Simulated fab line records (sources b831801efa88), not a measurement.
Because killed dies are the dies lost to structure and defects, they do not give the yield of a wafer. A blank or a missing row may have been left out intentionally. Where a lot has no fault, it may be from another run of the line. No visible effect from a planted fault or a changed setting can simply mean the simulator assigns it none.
The tool behind it: which one? ; flow gf180mcu ; 6 lots with 18 wafers sampled at 2 steps, on a route of 602 steps

== WHAT THE GAUGES READ, wafer by wafer ==
GF_SAB_OVL_MEAS_10.
lot;measured;on;SAB_OVL (nm)
L755;day 16 04:28;overlay-01;0.2 -0.9 -1.0
L762;day 18 18:55;overlay-02;-0.3 -1.1 -2.7
L764;day 19 10:26;overlay-01;2.8 1.6 2.9
L773;day 22 09:22;overlay-01;-3.3 -1.1 -2.0
L774;day 22 14:56;overlay-01;-0.8 -0.6 -0.5
L776;day 23 15:25;overlay-02;-0.8 -0.1 -0.2

== TOOL THAT RAN EACH LOT (tool first, then ch and the chambers of the sampled wafers, then the start) ==
lot;GF_SAB_CVD_00
L755;pecvd-01 ch 0,1,2, day 15 06:35
L762;pecvd-02 ch 1,2, day 17 19:38
L764;pecvd-02 ch 0,1, day 18 10:49
L773;pecvd-02 ch 0,1, day 21 09:14
L774;pecvd-03 ch 1,2, day 21 15:22
L776;pecvd-01 ch 0,1, day 22 16:18
- GF_SAB_CVD_00: deposits SiO2 from TEOS, target thk 50 nm, time 4.9302 s.

== THE ANSWER, worked out from the rows above alone ==
Rule: usual is defined by the lots themselves. The widest of any qualifying gaps counts: lots, ordered by their means at a reading, are off when they make up no more than a third of the lots, leave a main group of 4 or more, and stand apart from it by 3 or more times the standard deviation of that group's means. A main group is skipped when, at the precision printed for the reading in the tables above, its means are all equal. Also off: a lot with no number at a reading for which 4 or more lots have one. Where the step has rows for the other lots, those lots are counted as sound.
Off: L764, at GF_SAB_OVL_MEAS_10 (SAB_OVL). For the main group the mean is -1.0 nm and the standard deviation 0.65.
If a tool, at a process step before that reading, ran all the lots that are off and no sound lot after the first of them, it fits. Those tools and the gauges at GF_SAB_OVL_MEAS_10 are tried in the same way. Not one of the candidates tried fits.

== WHAT WAS PUT IN BY THE SIMULATOR ==
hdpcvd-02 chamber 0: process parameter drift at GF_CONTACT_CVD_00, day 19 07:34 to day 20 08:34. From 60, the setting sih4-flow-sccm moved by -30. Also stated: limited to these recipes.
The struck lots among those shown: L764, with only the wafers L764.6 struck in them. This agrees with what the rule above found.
